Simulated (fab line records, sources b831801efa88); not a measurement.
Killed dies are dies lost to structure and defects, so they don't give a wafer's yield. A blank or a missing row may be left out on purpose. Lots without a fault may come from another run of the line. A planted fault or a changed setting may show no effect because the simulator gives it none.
fab line records | flow gf180mcu
record lots=5 wafers=15 last_day=34
route steps=602 shown SAB@264 SALICIDE@278 CONTACT@287
lots that met no fault: from a run of the same line without faults
start_h: hours from the record's first day to the start of the lot's first wafer shown | wait_h: hours since the lot's step before | " the same as in the row above | L1.1+2: a row that stands for several wafers | - no value, or no start given | * or withheld: withheld | < > ~ a bound
route shown NAME@n: a module of which the file shows steps, and the number in the route of the first | usual: mean/standard deviation of fault-free wafers | same: alike in all rows | chamber/n: place in a boat | sites: the reading at each site | _std_site: their standard deviation | _edge_site: outer sites' mean less inner sites' | radius_mm: how far each site lies from the wafer's centre | mask NAME#n: copy n | behind: the tool/chamber that last shaped the wafer | hold: why the lot was held/for how many hours/how that ended | device: the transistor (n, p or np) that didn't switch | end of line: the same wafers' tests at the end of the route | a step without rows: its recipe alone | killed: dies lost to structure and defects at the first sort, not the wafer's yield | map: a wafer's dies, x killed, . not, _ none there
set.NAME: the setting as run; set.NAME@STEP: as run at that earlier step | model.NAME: the simulator's own value behind a step, which no gauge read
lots at some steps of the route; a table a step, a row a wafer
services: from which hour (start_h, from the record's first day; less than 0 if before it) a tool's chamber was out of use, for how many hours, and why
## steps
# step GF_SAB_CVD_00
# recipe material=SiO2 target_thk_nm=50 precursor=TEOS temp_c=400 time_s=4.9302 rf_w=600
# usual heater_power_w=656/100
# columns lot.wafer tool chamber start_h wait_h heater_power_w since_wet_clean_h
L074.2 pecvd-02 0 324.20 0.1 708 566
L074.3 " 1 " " 747 566
L074.5 " 1 " " 746 -
L082.2 pecvd-02 1 397.11 0.1 789 639
L082.4 " 0 " " 703 -
L082.6 " 2 " " 698 -
L092.1 pecvd-04 2 487.01 0.1 583 104
L092.2 " 1 " " 810 104
L092.3 " 1 " " 799 -
L093.1 pecvd-03 1 495.66 0.1 728 321
L093.2 " 0 " " 715 321
L093.4 " 1 " " 706 -
L097.1 pecvd-04 0 519.96 0.1 583 137
L097.2 " 2 " " 548 137
L097.5 " 2 " " 539 -
# step GF_SAB_THK_MEAS_01
# recipe reads=SiO2_of_SAB_CVD_00
# usual SAB_CVD_00_THK=50.0/0.57
# columns lot.wafer tool chamber start_h wait_h SAB_CVD_00_THK[nm]
L074.2 film_metro-02 - 324.23 0.0 49.3
L074.3 " - " " 49.5
L074.5 " - " " 50.5
L082.2 film_metro-03 - 397.14 0.0 49.2
L082.4 " - " " 50.1
L082.6 " - " " 49.7
L092.1 film_metro-04 - 487.04 0.0 49.5
L092.2 " - " " 49.3
L092.3 " - " " 49.8
L093.1 film_metro-04 - 495.67 0.0 49.7
L093.2 " - " " 50.1
L093.4 " - " " 50.6
L097.1 film_metro-02 - 519.98 0.0 49.6
L097.2 " - " " 49.6
L097.5 " - " " 50.7
# step GF_SAB_DEHYDRATE_02
# recipe temp_c=200 time_s=60
# usual plate_temp_C=200.00/0.13
# columns lot.wafer tool chamber start_h wait_h plate_temp_C
L074.2 litho_track-01 0 334.35 10.1 199.84
L074.3 " 0 " " 199.88
L074.5 " 0 " " 199.86
L082.2 litho_track-01 0 408.85 11.7 200.01
L082.4 " 0 " " 199.81
L082.6 " 0 " " 199.99
L092.1 litho_track-02 0 498.15 11.1 200.15
L092.2 " 0 " " 200.08
L092.3 " 0 " " 200.07
L093.1 litho_track-02 0 506.55 10.9 200.00
L093.2 " 0 " " 200.15
L093.4 " 0 " " 200.00
L097.1 litho_track-04 0 530.47 10.5 200.01
L097.2 " 0 " " 200.16
L097.5 " 0 " " 200.19
# step GF_SAB_HMDS_03
# recipe prime_time_s=60 prime_temp_c=120
# columns lot.wafer tool chamber start_h wait_h
L074.2+3+5 litho_track-01 0 334.50 0.1
L082.2+4+6 litho_track-01 0 409.00 0.1
L092.1+2+3 litho_track-02 0 498.30 0.1
L093.1+2+4 litho_track-02 0 506.70 0.1
L097.1+2+5 litho_track-04 0 530.62 0.1
# step GF_SAB_COAT_04
# recipe resist=NOVOLAK spin_rpm=3000 resist_thk_nm=1000
# usual dispense_pressure_kPa=51/4.2
# columns lot.wafer tool chamber start_h wait_h dispense_pressure_kPa
L074.2 litho_track-01 0 334.65 0.1 54
L074.3 " 0 " " 54
L074.5 " 0 " " 54
L082.2 litho_track-01 0 409.15 0.1 54
L082.4 " 0 " " 54
L082.6 " 0 " " 54
L092.1 litho_track-02 0 498.45 0.1 53
L092.2 " 0 " " 53
L092.3 " 0 " " 53
L093.1 litho_track-02 0 506.85 0.1 53
L093.2 " 0 " " 53
L093.4 " 0 " " 53
L097.1 litho_track-04 0 530.77 0.1 45
L097.2 " 0 " " 45
L097.5 " 0 " " 45
# step GF_SAB_SOFTBAKE_05
# recipe temp_c=90 time_s=60 resist=NOVOLAK
# usual plate_temp_C=90.00/0.12
# columns lot.wafer tool chamber start_h wait_h plate_temp_C
L074.2 litho_track-01 0 334.80 0.1 90.01
L074.3 " 0 " " 90.00
L074.5 " 0 " " 90.00
L082.2 litho_track-01 0 409.30 0.1 90.18
L082.4 " 0 " " 90.26
L082.6 " 0 " " 90.04
L092.1 litho_track-02 0 498.60 0.1 90.00
L092.2 " 0 " " 90.16
L092.3 " 0 " " 90.05
L093.1 litho_track-02 0 507.00 0.1 89.91
L093.2 " 0 " " 89.97
L093.4 " 0 " " 89.96
L097.1 litho_track-04 0 530.92 0.1 89.98
L097.2 " 0 " " 90.04
L097.5 " 0 " " 90.07
# step GF_SAB_EXPOSE_06
# recipe mask_id=SAB target_cd_nm=420 na=0.6 source_shape=conventional sigma_outer=0.6 dose_mj=140
# columns lot.wafer tool chamber start_h wait_h mask
L074.2+3+5 iline_stepper-02 0 - - SAB#0
L082.2+4+6 iline_stepper-02 0 - - SAB#0
L092.1+2+3 iline_stepper-02 0 - - SAB#0
L093.1+2+4 iline_stepper-01 0 - - SAB#0
L097.1+2+5 iline_stepper-02 0 - - SAB#0
# step GF_SAB_PEB_07
# recipe temp_c=withheld time_s=* resist=NOVOLAK
# columns lot.wafer tool chamber start_h wait_h
L074.2+3+5 litho_track-04 0 - -
L082.2+4+6 litho_track-01 0 - -
L092.1+2+3 litho_track-04 0 - -
L093.1+2+4 litho_track-04 0 - -
L097.1+2+5 litho_track-04 0 - -
# step GF_SAB_DEVELOP_08
# recipe develop_time_s=60 dev_temp_c=22.67
# usual developer_temp_C=22.68/0.1
# columns lot.wafer tool chamber start_h wait_h developer_temp_C
L074.2 litho_track-04 0 345.25 0.1 22.83
L074.3 " 0 " " 22.70
L074.5 " 0 " " 22.54
L082.2 litho_track-01 0 420.75 0.1 22.52
L082.4 " 0 " " 22.57
L082.6 " 0 " " 22.53
L092.1 litho_track-04 0 510.77 0.1 22.82
L092.2 " 0 " " 22.77
L092.3 " 0 " " 22.66
L093.1 litho_track-04 0 519.12 0.1 22.64
L093.2 " 0 " " 22.66
L093.4 " 0 " " 22.57
L097.1 litho_track-04 0 542.47 0.1 22.74
L097.2 " 0 " " 22.76
L097.5 " 0 " " 22.59
# step GF_SAB_CD_MEAS_09
# recipe target_cd_nm=420
# usual cd_nm=420.2/1.9
# columns lot.wafer tool chamber start_h wait_h cd_nm
L074.2 cd_sem-02 - 345.40 0.1 419.5
L074.3 " - " " 420.8
L074.5 " - " " 416.6
L082.2 cd_sem-02 - 420.89 0.1 420.0
L082.4 " - " " 417.7
L082.6 " - " " 420.7
L092.1 cd_sem-01 - 510.92 0.1 420.2
L092.2 " - " " 420.1
L092.3 " - " " 420.2
L093.1 cd_sem-02 - 519.27 0.1 419.8
L093.2 " - " " 419.1
L093.4 " - " " 418.3
L097.1 cd_sem-01 - 542.62 0.1 421.9
L097.2 " - " " 422.7
L097.5 " - " " 420.8
# step GF_SAB_OVL_MEAS_10
# usual SAB_OVL=0.0/1.4
# columns lot.wafer tool chamber start_h wait_h SAB_OVL[nm]
L074.2 overlay-01 - 345.50 0.1 0.1
L074.3 " - " " 1.2
L074.5 " - " " 0.0
L082.2 overlay-01 - 421.00 0.1 0.2
L082.4 " - " " -0.7
L082.6 " - " " -1.2
L092.1 overlay-02 - 511.04 0.1 2.9
L092.2 " - " " -1.5
L092.3 " - " " 1.6
L093.1 overlay-02 - 519.39 0.1 -0.5
L093.2 " - " " -1.9
L093.4 " - " " -1.7
L097.1 overlay-02 - 542.74 0.1 -0.7
L097.2 " - " " -0.2
L097.5 " - " " 0.3
# step GF_SAB_ETCH_11
# recipe chemistry=C4F8/O2/Ar mask_material=NOVOLAK target=SiO2 target_depth_nm=55 source_w=1500 bias_w=1200 pressure_mtorr=40 c4f8_flow_sccm=withheld O2_flow_sccm=6 Ar_flow_sccm=300 time_s=8.5
# usual oes_product_au=1.001/0.0077
# columns lot.wafer tool chamber start_h wait_h oes_product_au rf_hours_counter_h
L074.2 rie_diel-04 0 345.53 0.0 1.006 51
L074.3 " 2 " " 1.003 61
L074.5 " 0 " " 1.016 -
L082.2 rie_diel-02 0 421.03 0.0 0.997 52
L082.4 " 3 " " 1.007 57
L082.6 " 0 " " 1.004 -
L092.1 rie_diel-01 1 511.08 0.0 1.015 83
L092.2 " 0 " " 0.988 8
L092.3 " 2 " " 0.998 5
L093.1 rie_diel-01 1 519.43 0.0 1.016 83
L093.2 " 3 " " 1.008 83
L093.4 " 0 " " 1.001 8
L097.1 rie_diel-02 3 542.78 0.0 1.011 61
L097.2 " 1 " " 0.997 75
L097.5 " 2 " " 0.999 -
# step GF_SAB_WET_ETCH_12
# recipe chemistry=dHF target_depth_nm=22 dry=n2_spin target=SiO2 temp_c=25 dilution=100:1 time_s=440
# columns lot.wafer tool chamber start_h wait_h
L074.2+3+5 wet_bench-02 1 345.55 0.0
L082.2+4+6 wet_bench-02 2 421.05 0.0
L092.1+2+3 wet_bench-02 1 511.10 0.0
L093.1+2+4 wet_bench-02 0 519.45 0.0
L097.1+2+5 wet_bench-02 0 542.86 0.1
# step GF_SAB_STRIP_13
# recipe chemistry=O2/N2 power_w=1400 pressure_mtorr=1500 platen_temp_c=250 o2_flow_sccm=3000 n2_flow_sccm=300 overash_fraction=0.5
# usual drypump_motor_current_A=5.5/0.47 heater_power_w=309/17 n2_flow_sccm=300.0/0.94 oes_product_au=0.710/0.0045 strip_time_to_endpoint_s=12.61/0.037
# columns lot.wafer tool chamber start_h wait_h drypump_motor_current_A heater_power_w n2_flow_sccm oes_product_au rf_hours_counter_h strip_time_to_endpoint_s
L074.2 plasma_asher-02 1 345.68 0.0 6.4 323 299.7 0.703 67 12.56
L074.3 " 0 " " 5.6 345 301.0 0.712 - 12.63
L074.5 " 0 " " 5.6 345 300.2 0.708 - 12.59
L082.2 plasma_asher-01 1 421.18 0.0 5.4 286 298.5 0.713 63 12.62
L082.4 " 0 " " 4.8 305 299.9 0.716 - 12.61
L082.6 " 1 " " 5.4 286 298.2 0.700 - 12.58
L092.1 plasma_asher-01 0 511.23 0.0 4.8 311 300.2 0.708 73 12.61
L092.2 " 1 " " 5.4 280 300.1 0.707 73 12.61
L092.3 " 0 " " 4.8 314 300.8 0.710 - 12.57
L093.1 plasma_asher-03 1 519.58 0.0 5.7 309 300.1 0.711 44 12.59
L093.2 " 0 " " 5.3 301 300.6 0.707 44 12.57
L093.4 " 0 " " 5.2 305 299.1 0.710 - 12.57
L097.1 plasma_asher-01 0 542.99 0.0 4.8 312 299.3 0.721 76 12.58
L097.2 " 1 " " 5.4 287 299.5 0.707 76 12.66
L097.5 " 0 " " 4.8 312 298.6 0.718 - 12.63
# step GF_SALICIDE_CLEAN_00
# recipe chemistry=SC1/SC2 mix=1:4:20 temp_c=70 time_s=150
# columns lot.wafer tool chamber start_h wait_h
L074.2+3+5 wet_bench-01 3 345.78 0.1
L082.2+4+6 wet_bench-04 2 421.28 0.1
L092.1+2+3 wet_bench-03 1 511.33 0.1
L093.1+2+4 wet_bench-01 1 519.68 0.1
L097.1+2+5 wet_bench-01 3 543.09 0.1
# step GF_SALICIDE_WET_ETCH_01
# recipe chemistry=dHF target_depth_nm=5 dry=ipa_marangoni target=SiO2 temp_c=25 dilution=100:1 time_s=100
# columns lot.wafer tool chamber start_h wait_h
L074.2+3+5 wet_bench-04 1 345.83 0.0
L082.2+4+6 wet_bench-03 2 421.33 0.0
L092.1+2+3 wet_bench-04 0 511.38 0.0
L093.1+2+4 wet_bench-04 1 519.74 0.0
L097.1+2+5 wet_bench-03 2 543.14 0.0
# step GF_SALICIDE_SPUTTER_02
# recipe material=Co target_thk_nm=10 power_w=1000 time_s=20 chamber_pressure_pa=0.4
# usual throttle_valve_pct=30.2/0.96
# columns lot.wafer tool chamber start_h wait_h throttle_valve_pct
L074.2 pvd_sputter-04 - 345.87 0.0 29.3
L074.3 " - " " 31.1
L074.5 " - " " 29.5
L082.2 pvd_sputter-03 - 421.37 0.0 30.1
L082.4 " - " " 29.1
L082.6 " - " " 29.1
L092.1 pvd_sputter-01 - 511.42 0.0 29.3
L092.2 " - " " 31.1
L092.3 " - " " 31.3
L093.1 pvd_sputter-01 - 519.77 0.0 29.5
L093.2 " - " " 31.5
L093.4 " - " " 29.4
L097.1 pvd_sputter-01 - 543.19 0.0 31.5
L097.2 " - " " 31.4
L097.5 " - " " 31.5
# step GF_SALICIDE_SPUTTER_03
# recipe material=TiN target_thk_nm=20 power_w=6500 time_s=16.7 chamber_pressure_pa=0.4
# usual throttle_valve_pct=30.1/0.93
# columns lot.wafer tool chamber start_h wait_h throttle_valve_pct
L074.2 pvd_sputter-04 - 345.90 0.0 29.4
L074.3 " - " " 30.9
L074.5 " - " " 29.6
L082.2 pvd_sputter-03 - 421.40 0.0 30.1
L082.4 " - " " 29.1
L082.6 " - " " 28.8
L092.1 pvd_sputter-01 - 511.45 0.0 29.2
L092.2 " - " " 31.2
L092.3 " - " " 31.2
L093.1 pvd_sputter-01 - 519.80 0.0 29.3
L093.2 " - " " 31.4
L093.4 " - " " 29.2
L097.1 pvd_sputter-01 - 543.21 0.0 31.6
L097.2 " - " " 31.4
L097.5 " - " " 31.6
# step GF_SALICIDE_RS_MEAS_04
# recipe thk_meas_gauge=four-point-probe reads=TiN_of_SALICIDE_SPUTTER_03+Co_of_SALICIDE_SPUTTER_02
# usual SALICIDE_TIN_RS=16.46/0.29
# columns lot.wafer tool chamber start_h wait_h SALICIDE_TIN_RS[ohm/sq]
L074.2 film_metro-03 - 345.94 0.0 16.22
L074.3 " - " " 16.09
L074.5 " - " " 16.14
L082.2 film_metro-03 - 421.44 0.0 16.47
L082.4 " - " " 16.52
L082.6 " - " " 16.16
L092.1 film_metro-01 - 511.47 0.0 16.08
L092.2 " - " " 15.91
L092.3 " - " " 16.16
L093.1 film_metro-01 - 519.83 0.0 16.46
L093.2 " - " " 16.40
L093.4 " - " " 16.65
L097.1 film_metro-01 - 543.24 0.0 16.48
L097.2 " - " " 16.55
L097.5 " - " " 16.62
# step GF_SALICIDE_THK_MEAS_05
# recipe thk_meas_gauge=xrf reads=TiN_of_SALICIDE_SPUTTER_03
# usual SALICIDE_TIN_THK=20.07/0.24
# columns lot.wafer tool chamber start_h wait_h SALICIDE_TIN_THK[nm]
L074.2 film_metro-03 - 346.05 0.1 19.89
L074.3 " - " " 19.87
L074.5 " - " " 19.93
L082.2 film_metro-03 - 421.55 0.1 19.90
L082.4 " - " " 20.17
L082.6 " - " " 20.15
L092.1 film_metro-01 - 511.59 0.1 20.23
L092.2 " - " " 20.35
L092.3 " - " " 20.33
L093.1 film_metro-01 - 519.95 0.1 20.32
L093.2 " - " " 20.39
L093.4 " - " " 20.42
L097.1 film_metro-01 - 543.36 0.1 20.22
L097.2 " - " " 20.64
L097.5 " - " " 20.40
# step GF_SALICIDE_RTA_06
# recipe temp_c=530 time_s=30 ambient=N2
# usual lamp_power_pct=6.42/0.25 wafer_temp_C_max=532.5/0.54
# columns lot.wafer tool chamber start_h wait_h lamp_power_pct wafer_temp_C_max
L074.2 rtp_anneal-01 0 346.12 0.1 6.58 532.5
L074.3 " 0 " " 6.58 531.0
L074.5 " 0 " " 6.59 532.1
L082.2 rtp_anneal-01 0 421.62 0.1 6.58 531.8
L082.4 " 0 " " 6.58 531.9
L082.6 " 0 " " 6.59 532.6
L092.1 rtp_anneal-02 0 511.65 0.1 6.03 533.4
L092.2 " 0 " " 6.03 533.0
L092.3 " 0 " " 6.05 532.8
L093.1 rtp_anneal-01 0 520.01 0.1 6.58 533.6
L093.2 " 0 " " 6.57 532.0
L093.4 " 0 " " 6.58 532.0
L097.1 rtp_anneal-01 0 543.42 0.1 6.59 532.7
L097.2 " 0 " " 6.59 532.3
L097.5 " 0 " " 6.57 532.7
# step GF_SALICIDE_WET_ETCH_07
# recipe chemistry=SPM target_depth_nm=120 dry=n2_spin
# columns lot.wafer tool chamber start_h wait_h
L074.2+3+5 wet_bench-04 2 346.20 0.1
L082.2+4+6 wet_bench-03 3 421.70 0.1
L092.1+2+3 wet_bench-03 3 511.75 0.1
L093.1+2+4 wet_bench-01 1 520.11 0.1
L097.1+2+5 wet_bench-04 0 543.52 0.1
# step GF_SALICIDE_RTA_08
# recipe temp_c=800 time_s=30 ambient=N2
# usual lamp_power_pct=17.8/0.72 wafer_temp_C_max=803.8/0.95
# columns lot.wafer tool chamber start_h wait_h lamp_power_pct wafer_temp_C_max
L074.2 rtp_anneal-02 0 346.31 0.0 16.8 804.3
L074.3 " 0 " " 16.8 805.2
L074.5 " 0 " " 16.7 802.7
L082.2 rtp_anneal-01 0 421.82 0.0 18.3 803.8
L082.4 " 0 " " 18.3 804.1
L082.6 " 0 " " 18.3 803.7
L092.1 rtp_anneal-01 0 511.85 0.0 18.3 802.9
L092.2 " 0 " " 18.3 805.2
L092.3 " 0 " " 18.3 803.6
L093.1 rtp_anneal-02 0 520.21 0.0 16.7 804.7
L093.2 " 0 " " 16.8 803.7
L093.4 " 0 " " 16.8 805.1
L097.1 rtp_anneal-02 0 543.62 0.0 16.8 804.1
L097.2 " 0 " " 16.7 803.9
L097.5 " 0 " " 16.7 804.0
# step GF_CONTACT_CVD_00
# recipe material=SiO2 target_thk_nm=300 sigma_open_frac=0.3 temp_c=400 time_s=50 sih4_flow_sccm=60 pressure_mtorr=6
# columns lot.wafer tool chamber start_h wait_h
L074.2+3+5 hdpcvd-01 1,2,2 346.40 0.1
L082.2+4+6 hdpcvd-02 1,1,2 421.90 0.1
L092.1+2+3 hdpcvd-02 0,2,1 511.95 0.1
L093.1+2+4 hdpcvd-01 0,2,0 520.31 0.1
L097.1+2+5 hdpcvd-01 0,1,1 543.72 0.1
# step GF_CONTACT_THK_MEAS_01
# recipe reads=SiO2_of_CONTACT_CVD_00
# usual CONTACT_CVD_00_THK=300.1/2.8
# columns lot.wafer tool chamber start_h wait_h CONTACT_CVD_00_THK[nm]
L074.2 film_metro-01 - 346.45 0.0 300.3
L074.3 " - " " 300.4
L074.5 " - " " 297.5
L082.2 film_metro-02 - 421.96 0.0 294.1
L082.4 " - " " 298.2
L082.6 " - " " 296.4
L092.1 film_metro-02 - 512.00 0.0 299.1
L092.2 " - " " 297.9
L092.3 " - " " 298.3
L093.1 film_metro-04 - 520.35 0.0 306.6
L093.2 " - " " 298.6
L093.4 " - " " 302.4
L097.1 film_metro-01 - 543.76 0.0 301.7
L097.2 " - " " 301.5
L097.5 " - " " 299.7
# step GF_CONTACT_CVD_02
# recipe material=SiO2 target_thk_nm=860 precursor=TEOS temp_c=400 time_s=95.992 rf_w=600
# usual heater_power_w=614/69
# columns lot.wafer tool chamber start_h wait_h heater_power_w since_wet_clean_h
L074.2 pecvd-03 2 346.50 0.0 485 172
L074.3 " 0 " " 619 172
L074.5 " 0 " " 676 -
L082.2 pecvd-04 0 422.01 0.0 580 39
L082.4 " 0 " " 621 -
L082.6 " 2 " " 470 -
L092.1 pecvd-01 2 512.06 0.1 688 546
L092.2 " 0 " " 677 546
L092.3 " 1 " " 623 546
L093.1 pecvd-01 2 520.41 0.1 608 554
L093.2 " 0 " " 649 554
L093.4 " 2 " " 652 -
L097.1 pecvd-01 0 543.82 0.1 697 577
L097.2 " 1 " " 638 577
L097.5 " 0 " " 557 -
# step GF_CONTACT_THK_MEAS_03
# recipe reads=SiO2_of_CONTACT_CVD_02
# usual CONTACT_CVD_02_THK=859/9.9
# columns lot.wafer tool chamber start_h wait_h CONTACT_CVD_02_THK[nm]
L074.2 film_metro-02 - 346.58 0.0 862
L074.3 " - " " 866
L074.5 " - " " 881
L082.2 film_metro-01 - 422.09 0.0 846
L082.4 " - " " 868
L082.6 " - " " 872
L092.1 film_metro-01 - 512.13 0.0 845
L092.2 " - " " 847
L092.3 " - " " 852
L093.1 film_metro-02 - 520.48 0.0 842
L093.2 " - " " 842
L093.4 " - " " 846
L097.1 film_metro-02 - 543.89 0.0 852
L097.2 " - " " 857
L097.5 " - " " 857
# step GF_CONTACT_CMP_04
# recipe material=SiO2 down_force_psi=4 platen_rpm=60 pad_velocity_m_s=0.94248
# usual motor_current_A=12.1/1.5 time_to_endpoint_s=109/4.9
# columns lot.wafer tool chamber start_h wait_h motor_current_A time_to_endpoint_s
L074.2 cmp-01 2 346.63 0.0 13.8 107
L074.3 " 0 " " 12.4 113
L074.5 " 2 " " 13.6 113
L082.4 cmp-01 0 422.19 0.1 12.3 110
L082.2 " 1 " " 10.5 103
L082.6 " 0 " " 12.8 111
L092.1 cmp-01 1 512.24 0.1 10.7 106
L092.2 " 2 " " 12.8 104
L092.3 " 3 " " 10.5 103
L093.2 cmp-01 0 520.54 0.0 13.0 103
L093.1 " 1 " " 11.0 103
L093.4 " 2 " " 14.3 100
L097.2 cmp-01 3 543.95 0.0 11.2 108
L097.1 " 0 " " 12.8 107
L097.5 " 0 " " 12.5 105
# step GF_CONTACT_BOW_MEAS_05
# recipe mode=bow
# usual CONTACT_BOW=65/6.9
# columns lot.wafer tool chamber start_h wait_h CONTACT_BOW[um]
L074.2 film_metro-02 - 346.95 0.3 62
L074.3 " - " " 69
L074.5 " - " " 66
L082.2 film_metro-01 - 422.46 0.2 68
L082.4 " - " " 53
L082.6 " - " " 71
L092.1 film_metro-01 - 512.49 0.2 55
L092.2 " - " " 65
L092.3 " - " " 60
L093.1 film_metro-02 - 520.84 0.2 53
L093.2 " - " " 74
L093.4 " - " " 64
L097.1 film_metro-01 - 544.25 0.2 65
L097.2 " - " " 50
L097.5 " - " " 62
# step GF_CONTACT_DEHYDRATE_06
# recipe temp_c=200 time_s=60
# usual plate_temp_C=199.98/0.19
# columns lot.wafer tool chamber start_h wait_h plate_temp_C
L074.2 litho_track-03 0 358.09 11.1 199.77
L074.3 " 0 " " 200.07
L074.5 " 0 " " 200.22
L082.2 litho_track-01 0 434.80 12.3 200.04
L082.4 " 0 " " 199.86
L082.6 " 0 " " 199.66
L092.1 litho_track-01 0 523.12 10.6 200.14
L092.2 " 0 " " 199.84
L092.3 " 0 " " 200.09
L093.1 litho_track-02 0 531.85 11.0 200.02
L093.2 " 0 " " 199.95
L093.4 " 0 " " 199.84
L097.1 litho_track-01 0 555.02 10.7 200.05
L097.2 " 0 " " 199.90
L097.5 " 0 " " 199.88
# step GF_CONTACT_HMDS_07
# recipe prime_time_s=60 prime_temp_c=120
# columns lot.wafer tool chamber start_h wait_h
L074.2+3+5 litho_track-03 0 358.24 0.1
L082.2+4+6 litho_track-01 0 434.95 0.1
L092.1+2+3 litho_track-01 0 523.27 0.1
L093.1+2+4 litho_track-02 0 532.00 0.1
L097.1+2+5 litho_track-01 0 555.17 0.1
# step GF_CONTACT_COAT_08
# recipe resist=BARC temp_c=withheld time_s=withheld spin_rpm=withheld resist_thk_nm=withheld
# usual dispense_pressure_kPa=53.8/0.42
# columns lot.wafer tool chamber start_h wait_h dispense_pressure_kPa
L074.2 litho_track-03 0 358.39 0.1 54.1
L074.3 " 0 " " 54.1
L074.5 " 0 " " 54.1
L082.2 litho_track-01 0 435.10 0.1 54.2
L082.4 " 0 " " 54.2
L082.6 " 0 " " 54.2
L092.1 litho_track-01 0 523.42 0.1 54.2
L092.2 " 0 " " 54.2
L092.3 " 0 " " 54.2
L093.1 litho_track-02 0 532.15 0.1 53.2
L093.2 " 0 " " 53.2
L093.4 " 0 " " 53.3
L097.1 litho_track-01 0 555.32 0.1 54.1
L097.2 " 0 " " 54.1
L097.5 " 0 " " 54.1
# step GF_CONTACT_COAT_09
# recipe resist=KrF spin_rpm=withheld resist_thk_nm=1000
# usual dispense_pressure_kPa=53.8/0.41
# columns lot.wafer tool chamber start_h wait_h dispense_pressure_kPa
L074.2 litho_track-03 0 - - 54.2
L074.3 " 0 " " 54.2
L074.5 " 0 " " 54.2
L082.2 litho_track-01 0 - - 54.0
L082.4 " 0 " " 54.0
L082.6 " 0 " " 54.0
L092.1 litho_track-01 0 - - 54.1
L092.2 " 0 " " 54.0
L092.3 " 0 " " 54.0
L093.1 litho_track-02 0 - - 53.3
L093.2 " 0 " " 53.3
L093.4 " 0 " " 53.3
L097.1 litho_track-01 0 - - 54.0
L097.2 " 0 " " 54.0
L097.5 " 0 " " 54.1
# step GF_CONTACT_SOFTBAKE_10
# recipe temp_c=130 time_s=60 resist=KrF
# usual plate_temp_C=129.98/0.13
# columns lot.wafer tool chamber start_h wait_h plate_temp_C
L074.2 litho_track-03 0 - - 129.88
L074.3 " 0 " " 130.05
L074.5 " 0 " " 130.10
L082.2 litho_track-01 0 - - 129.91
L082.4 " 0 " " 129.95
L082.6 " 0 " " 130.10
L092.1 litho_track-01 0 - - 130.00
L092.2 " 0 " " 130.10
L092.3 " 0 " " 129.76
L093.1 litho_track-02 0 - - 129.84
L093.2 " 0 " " 129.88
L093.4 " 0 " " 129.82
L097.1 litho_track-01 0 - - 130.23
L097.2 " 0 " " 130.04
L097.5 " 0 " " 130.01
# step GF_CONTACT_EXPOSE_11
# recipe mask_id=Contact target_cd_nm=220 na=0.68 source_shape=conventional sigma_outer=0.6 dose_mj=38
# columns lot.wafer tool chamber start_h wait_h mask
L074.2+3+5 krf_scanner-01 0 - - Contact#0
L082.2+4+6 krf_scanner-01 0 - - Contact#0
L092.1+2+3 krf_scanner-01 0 - - Contact#0
L093.1+2+4 krf_scanner-01 0 - - Contact#0
L097.1+2+5 krf_scanner-01 0 - - Contact#0
# step GF_CONTACT_PEB_12
# recipe peb_temp_c=135 peb_time_s=90 resist=KrF
# usual plate_temp_C=134.98/0.13
# columns lot.wafer tool chamber start_h wait_h plate_temp_C
L074.2 litho_track-01 0 - - 135.05
L074.3 " 0 " " 135.07
L074.5 " 0 " " 135.08
L082.2 litho_track-01 0 - - 134.64
L082.4 " 0 " " 135.10
L082.6 " 0 " " 134.91
L092.1 litho_track-03 0 - - 134.91
L092.2 " 0 " " 134.95
L092.3 " 0 " " 134.93
L093.1 litho_track-01 0 - - 134.99
L093.2 " 0 " " 134.79
L093.4 " 0 " " 134.87
L097.1 litho_track-01 0 - - 135.12
L097.2 " 0 " " 134.78
L097.5 " 0 " " 135.20
# step GF_CONTACT_DEVELOP_13
# recipe develop_time_s=60 resist=KrF dev_temp_c=21
# usual developer_temp_C=20.98/0.1
# columns lot.wafer tool chamber start_h wait_h developer_temp_C
L074.2 litho_track-01 0 369.35 0.2 20.98
L074.3 " 0 " " 20.93
L074.5 " 0 " " 21.18
L082.2 litho_track-01 0 447.35 0.2 20.87
L082.4 " 0 " " 20.86
L082.6 " 0 " " 20.94
L092.1 litho_track-03 0 535.71 0.2 21.14
L092.2 " 0 " " 21.18
L092.3 " 0 " " 21.25
L093.1 litho_track-01 0 543.77 0.2 21.04
L093.2 " 0 " " 21.11
L093.4 " 0 " " 21.08
L097.1 litho_track-01 0 566.52 0.2 20.76
L097.2 " 0 " " 20.93
L097.5 " 0 " " 20.91
# step GF_CONTACT_CD_MEAS_14
# recipe target_cd_nm=220
# usual cd_nm=220.0/1.4
# columns lot.wafer tool chamber start_h wait_h cd_nm
L074.2 cd_sem-02 - 369.49 0.1 219.5
L074.3 " - " " 220.2
L074.5 " - " " 220.1
L082.2 cd_sem-02 - 447.49 0.1 218.9
L082.4 " - " " 220.4
L082.6 " - " " 219.6
L092.1 cd_sem-02 - 535.86 0.1 221.1
L092.2 " - " " 221.2
L092.3 " - " " 221.5
L093.1 cd_sem-02 - 543.92 0.1 219.7
L093.2 " - " " 220.9
L093.4 " - " " 219.1
L097.1 cd_sem-01 - 566.67 0.1 222.4
L097.2 " - " " 222.3
L097.5 " - " " 222.7
# step GF_CONTACT_OVL_MEAS_15
# usual CONTACT_OVL=-1/5.2
# columns lot.wafer tool chamber start_h wait_h CONTACT_OVL[nm]
L074.2 overlay-02 - 369.60 0.1 1
L074.3 " - " " 9
L074.5 " - " " -1
L082.2 overlay-01 - 447.60 0.1 -1
L082.4 " - " " 5
L082.6 " - " " 4
L092.1 overlay-01 - 535.98 0.1 -10
L092.2 " - " " -9
L092.3 " - " " 2
L093.1 overlay-02 - 544.04 0.1 -5
L093.2 " - " " -6
L093.4 " - " " -4
L097.1 overlay-02 - 566.79 0.1 9
L097.2 " - " " 0
L097.5 " - " " 0
## services
# columns tool chamber start_h hours kind
krf_scanner-01 - 302.40 1.6 repair
krf_scanner-01 - 314.38 4.0 pm
krf_scanner-01 - 320.88 0.9 repair
wet_bench-02 - 320.95 3.8 repair
krf_scanner-01 - 321.28 7.6 repair
wet_bench-01 - 321.82 3.5 repair
krf_scanner-01 - 333.91 1.0 pm
krf_scanner-01 - 347.97 0.8 pm
wet_bench-02 - 390.84 1.4 repair
krf_scanner-01 - 393.36 1.0 repair
wet_bench-02 - 399.74 9.2 repair
cmp-01 - 400.06 5.3 pm
pvd_sputter-01 - 403.02 2.1 repair
cmp-01 - 405.32 4.0 pm
pvd_sputter-01 - 415.08 2.8 repair
krf_scanner-01 - 419.57 1.3 pm
rtp_anneal-01 - 447.95 1.6 pm
wet_bench-02 - 476.05 2.7 repair
wet_bench-02 - 482.27 0.5 repair
pvd_sputter-01 - 495.94 5.4 repair
krf_scanner-01 - 502.91 1.0 pm
krf_scanner-01 - 516.77 0.8 pm
krf_scanner-01 - 543.23 1.8 repair
pvd_sputter-01 - 546.55 2.9 repair
## key
fault none
